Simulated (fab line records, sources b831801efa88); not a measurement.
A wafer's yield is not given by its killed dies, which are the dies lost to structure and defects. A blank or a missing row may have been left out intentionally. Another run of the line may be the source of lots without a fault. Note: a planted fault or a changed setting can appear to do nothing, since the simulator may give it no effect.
What tool caused it? | flow sky130 | 11 lots with 33 wafers sampled at 2 steps, on a route of 708 steps

WHAT THE GAUGES READ, wafer by wafer
SKY_VIA2_BOW_MEAS_03.
lot  | measured     | on           | VIA2_BOW (um)
L710 | day 37 13:12 | filmMetro-04 | 87 96 99
L712 | day 37 15:27 | filmMetro-03 | 84 84 88
L714 | day 37 20:07 | filmMetro-03 | 92 93 84
L716 | day 39 05:58 | filmMetro-03 | 86 86 82
L717 | day 39 09:05 | filmMetro-02 | 73 84 77
L721 | day 39 14:51 | filmMetro-02 | 89 76 87
L722 | day 40 02:07 | filmMetro-04 | 72 92 89
L723 | day 40 06:02 | filmMetro-02 | 78 92 81
L727 | day 41 05:59 | filmMetro-04 | 85 83 87
L728 | day 41 17:02 | filmMetro-04 | 86 87 73
L729 | day 41 20:02 | filmMetro-02 | 92 89 83

WHAT TOOL EACH LOT RAN ON (gives the tool, then ch and the chambers of the sampled wafers, and finally the start)
lot  | SKY_METAL2_SPUTTER_02
L710 | pvdSputter-03, day 36 09:10
L712 | pvdSputter-02, day 36 11:40
L714 | pvdSputter-04, day 36 16:08
L716 | pvdSputter-04, day 38 02:20
L717 | pvdSputter-03, day 38 06:56
L721 | pvdSputter-03, day 38 12:18
L722 | pvdSputter-02, day 38 23:25
L723 | pvdSputter-04, day 39 03:04
L727 | pvdSputter-04, day 40 03:50
L728 | pvdSputter-04, day 40 16:20
L729 | pvdSputter-02, day 40 19:20
- SKY_METAL2_SPUTTER_02: material AlCu, target thk 250 nm, time 13.3 s.

THE ANSWER, worked out from the rows above alone
Rule: what is usual is taken from the lots themselves. The widest of any qualifying gaps counts: lots, ordered by their means at a reading, are off when they make up no more than a third of the lots, leave a main group of 4 or more, and stand apart from it by 3 or more times the standard deviation of that group's means. A main group whose means are all the same, to the digits that the tables above print for the reading, isn't used. Also off: a lot with no number at a reading for which 4 or more lots have one. Where the step has rows for the other lots, those lots are counted as sound.
No lot is off at any reading shown: from this, nothing can be told.

WHAT THE SIMULATOR HAD INSERTED
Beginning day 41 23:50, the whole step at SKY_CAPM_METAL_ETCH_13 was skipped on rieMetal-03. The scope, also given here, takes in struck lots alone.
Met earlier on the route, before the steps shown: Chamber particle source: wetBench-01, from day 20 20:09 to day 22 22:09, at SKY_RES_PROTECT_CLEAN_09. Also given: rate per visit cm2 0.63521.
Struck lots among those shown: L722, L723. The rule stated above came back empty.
